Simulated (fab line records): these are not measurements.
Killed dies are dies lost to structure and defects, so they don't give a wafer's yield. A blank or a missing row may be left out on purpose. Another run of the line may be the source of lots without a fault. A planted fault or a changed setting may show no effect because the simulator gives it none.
The tool behind it: which one? :: flow sky130 :: 13 lots with 37 wafers sampled at 5 steps, on a route of 708 steps

## WHAT THE GAUGES SHOWED, per wafer
SKY_VIA2_OVL_MEAS_13.
lot: L419
measured: day 36 05:34
on: overlay-02
VIA2_OVL (nm): -3 4 0

lot: L420
measured: day 36 12:02
on: overlay-01
VIA2_OVL (nm): 8 11 7

lot: L421
measured: day 37 06:38
on: overlay-01
VIA2_OVL (nm): 7 -2 -2

lot: L422
measured: day 37 09:16
on: overlay-02
VIA2_OVL (nm): 13 5 3

lot: L427
measured: day 38 20:25
on: overlay-02
VIA2_OVL (nm): 1 -3

lot: L430
measured: day 39 18:22
on: overlay-02
VIA2_OVL (nm): -6 -3

lot: L436
measured: day 41 08:20
on: overlay-01
VIA2_OVL (nm): 2 4 3

lot: L437
measured: day 41 17:47
on: overlay-02
VIA2_OVL (nm): 4 3 5

lot: L438
measured: day 41 23:17
on: overlay-01
VIA2_OVL (nm): -3 7 6

lot: L439
measured: day 42 01:59
on: overlay-01
VIA2_OVL (nm): -10 -4 -8

lot: L440
measured: day 42 05:16
on: overlay-01
VIA2_OVL (nm): 0 -7 -12

lot: L441
measured: day 42 14:01
on: overlay-02
VIA2_OVL (nm): -4 5 -3

lot: L442
measured: day 42 20:20
on: overlay-01
VIA2_OVL (nm): 7 2 5

SKY_VIA3_THK_MEAS_01.
lot: L419
measured: day 38 12:09
on: film_metro-03
VIA3_HDPCVD_THK (nm): 1621 1633 1614

lot: L420
measured: day 38 17:46
on: film_metro-01
VIA3_HDPCVD_THK (nm): 1638 1638 1624

lot: L421
measured: day 39 12:05
on: film_metro-04
VIA3_HDPCVD_THK (nm): 1636 1625 1649

lot: L422
measured: day 39 14:53
on: film_metro-03
VIA3_HDPCVD_THK (nm): 1623 1638 1626

lot: L427
measured: day 41 01:02
on: film_metro-04
VIA3_HDPCVD_THK (nm): 1685 1683

lot: L430
measured: day 41 22:38
on: film_metro-01
VIA3_HDPCVD_THK (nm): 1651 1674

lot: L436
measured: day 43 09:44
on: film_metro-01
VIA3_HDPCVD_THK (nm): 1669 1660 1655

lot: L437
measured: day 43 19:15
on: film_metro-04
VIA3_HDPCVD_THK (nm): 1670 1663 1666

lot: L438
measured: day 44 00:45
on: film_metro-01
VIA3_HDPCVD_THK (nm): 1636 1654 1644

lot: L439
measured: day 44 02:55
on: film_metro-04
VIA3_HDPCVD_THK (nm): 1651 1651 1649

lot: L440
measured: day 44 05:44
on: film_metro-01
VIA3_HDPCVD_THK (nm): 1641 1644 1647

lot: L441
measured: day 44 15:54
on: film_metro-03
VIA3_HDPCVD_THK (nm): 1631 1641 1637

lot: L442
measured: day 44 21:02
on: film_metro-03
VIA3_HDPCVD_THK (nm): 1638 1619 1635

SKY_VIA3_OVL_MEAS_13.
lot: L419
measured: day 39 13:25
on: overlay-02
VIA3_OVL (nm): 2 -4 -5

lot: L420
measured: day 39 18:43
on: overlay-01
VIA3_OVL (nm): -9 -10 -1

lot: L421
measured: day 40 13:13
on: overlay-01
VIA3_OVL (nm): -4 -6 -8

lot: L422
measured: day 40 15:49
on: overlay-02
VIA3_OVL (nm): 0 -2 -2

lot: L427
measured: day 42 01:37
on: overlay-02
VIA3_OVL (nm): -5 -1

lot: L430
measured: day 42 22:29
on: overlay-02
VIA3_OVL (nm): 3 5

lot: L436
measured: day 44 08:55
on: overlay-01
VIA3_OVL (nm): -12 -8 -4

lot: L437
measured: day 44 17:46
on: overlay-02
VIA3_OVL (nm): -6 -4 -11

lot: L438
measured: day 44 23:29
on: overlay-02
VIA3_OVL (nm): -5 -11 -18

lot: L439
measured: day 45 01:37
on: overlay-01
VIA3_OVL (nm): -3 1 3

lot: L440
measured: day 45 04:13
on: overlay-01
VIA3_OVL (nm): -5 -2 -3

lot: L441
measured: day 45 13:25
on: overlay-01
VIA3_OVL (nm): -3 -5 -5

lot: L442
measured: day 45 19:04
on: overlay-01
VIA3_OVL (nm): -16 -10 -15

## WHAT TOOL EACH LOT RAN ON (gives the tool, then ch and the chambers of the sampled wafers, and finally the start)
lot: L419
SKY_METAL2_SPUTTER_01: pvd_sputter-02, day 33 22:28
SKY_VIA3_HDPCVD_00: hdpcvd-02 ch 0,1,2, day 38 11:59

lot: L420
SKY_METAL2_SPUTTER_01: pvd_sputter-01, day 34 05:07
SKY_VIA3_HDPCVD_00: hdpcvd-02 ch 0,2, day 38 17:34

lot: L421
SKY_METAL2_SPUTTER_01: pvd_sputter-01, day 34 23:42
SKY_VIA3_HDPCVD_00: hdpcvd-01 ch 0,2, day 39 11:47

lot: L422
SKY_METAL2_SPUTTER_01: pvd_sputter-02, day 35 03:19
SKY_VIA3_HDPCVD_00: hdpcvd-02 ch 1,2, day 39 14:42

lot: L427
SKY_METAL2_SPUTTER_01: pvd_sputter-04, day 36 16:25
SKY_VIA3_HDPCVD_00: hdpcvd-02 ch 2, day 41 00:52

lot: L430
SKY_METAL2_SPUTTER_01: pvd_sputter-02, day 37 14:22
SKY_VIA3_HDPCVD_00: hdpcvd-02 ch 0,2, day 41 22:18

lot: L436
SKY_METAL2_SPUTTER_01: pvd_sputter-01, day 39 07:05
SKY_VIA3_HDPCVD_00: hdpcvd-01 ch 0,1, day 43 09:34

lot: L437
SKY_METAL2_SPUTTER_01: pvd_sputter-02, day 39 15:58
SKY_VIA3_HDPCVD_00: hdpcvd-01 ch 0,1, day 43 19:05

lot: L438
SKY_METAL2_SPUTTER_01: pvd_sputter-01, day 39 20:58
SKY_VIA3_HDPCVD_00: hdpcvd-02 ch 1,2, day 44 00:34

lot: L439
SKY_METAL2_SPUTTER_01: pvd_sputter-01, day 39 23:56
SKY_VIA3_HDPCVD_00: hdpcvd-01 ch 0,2, day 44 02:44

lot: L440
SKY_METAL2_SPUTTER_01: pvd_sputter-02, day 40 04:29
SKY_VIA3_HDPCVD_00: hdpcvd-02 ch 0,1,2, day 44 05:34

lot: L441
SKY_METAL2_SPUTTER_01: pvd_sputter-02, day 40 13:31
SKY_VIA3_HDPCVD_00: hdpcvd-02 ch 0,2, day 44 15:44

lot: L442
SKY_METAL2_SPUTTER_01: pvd_sputter-02, day 40 19:58
SKY_VIA3_HDPCVD_00: hdpcvd-01 ch 0,1, day 44 20:52
- SKY_METAL2_SPUTTER_01: material TiN, target thk 20 nm, time 16.7 s.
- SKY_VIA3_HDPCVD_00: deposits SiO2, target thk 1635 nm, time 272.5 s.

## WHAT THE TOOLS THEMSELVES READ (means of the sampled wafers that have a number; where no wafer has one, the mark that the record gives instead)
SKY_METAL2_SPUTTER_01.
lot: L419
tool: pvd_sputter-02
throttle_valve_pct (%): 29.7

lot: L420
tool: pvd_sputter-01
throttle_valve_pct (%): 30.0

lot: L421
tool: pvd_sputter-01
throttle_valve_pct (%): 30.7

lot: L422
tool: pvd_sputter-02
throttle_valve_pct (%): 30.6

lot: L427
tool: pvd_sputter-04
throttle_valve_pct (%): 29.5

lot: L430
tool: pvd_sputter-02
throttle_valve_pct (%): 28.6

lot: L436
tool: pvd_sputter-01
throttle_valve_pct (%): 29.8

lot: L437
tool: pvd_sputter-02
throttle_valve_pct (%): 30.4

lot: L438
tool: pvd_sputter-01
throttle_valve_pct (%): 30.3

lot: L439
tool: pvd_sputter-01
throttle_valve_pct (%): 29.9

lot: L440
tool: pvd_sputter-02
throttle_valve_pct (%): 30.1

lot: L441
tool: pvd_sputter-02
throttle_valve_pct (%): 30.4

lot: L442
tool: pvd_sputter-02
throttle_valve_pct (%): 30.0

SKY_VIA3_HDPCVD_00.
lot: L419
tool: hdpcvd-02
run_length_s (s): 300.4

lot: L420
tool: hdpcvd-02
run_length_s (s): 300.4

lot: L421
tool: hdpcvd-01
run_length_s (s): 299.9

lot: L422
tool: hdpcvd-02
run_length_s (s): 300.2

lot: L427
tool: hdpcvd-02
run_length_s (s): 307.8

lot: L430
tool: hdpcvd-02
run_length_s (s): 303.9

lot: L436
tool: hdpcvd-01
run_length_s (s): 300.6

lot: L437
tool: hdpcvd-01
run_length_s (s): 300.5

lot: L438
tool: hdpcvd-02
run_length_s (s): 299.9

lot: L439
tool: hdpcvd-01
run_length_s (s): 299.9

lot: L440
tool: hdpcvd-02
run_length_s (s): 300.1

lot: L441
tool: hdpcvd-02
run_length_s (s): 300.3

lot: L442
tool: hdpcvd-01
run_length_s (s): 300.1

## THE ANSWER, worked out from the rows above alone
Rule: usual is defined by the lots themselves. Put in order of their means at a reading, lots are off if they are a third of the lots or fewer, leave a main group of 4 or more, and stand apart from it by a gap of 3 or more times the standard deviation of the main group's means; of several such gaps the widest counts. Not used: any main group whose means are identical at the precision the tables above print for the reading. A lot without any number at a reading at which 4 lots or more have one is off too. Any other lot the step has rows for is counted as sound. The gauges are gone through in route order, then the tools' own readings, and for those a lot's mean is taken as printed above. The first step at which some lot is off is used, and at that step the reading that is off furthest; a lot without a number counts as furthest.
Off: L427, L430 (SKY_VIA3_HDPCVD_00, run_length_s). For the main group the mean is 300.2 s and the standard deviation 0.24.
If a tool, at that step or one of the process steps before it, ran each lot that is off and ran no sound lot following the first of them, it fits. Of those tried, none fits.

## WHAT WAS PUT IN BY THE SIMULATOR
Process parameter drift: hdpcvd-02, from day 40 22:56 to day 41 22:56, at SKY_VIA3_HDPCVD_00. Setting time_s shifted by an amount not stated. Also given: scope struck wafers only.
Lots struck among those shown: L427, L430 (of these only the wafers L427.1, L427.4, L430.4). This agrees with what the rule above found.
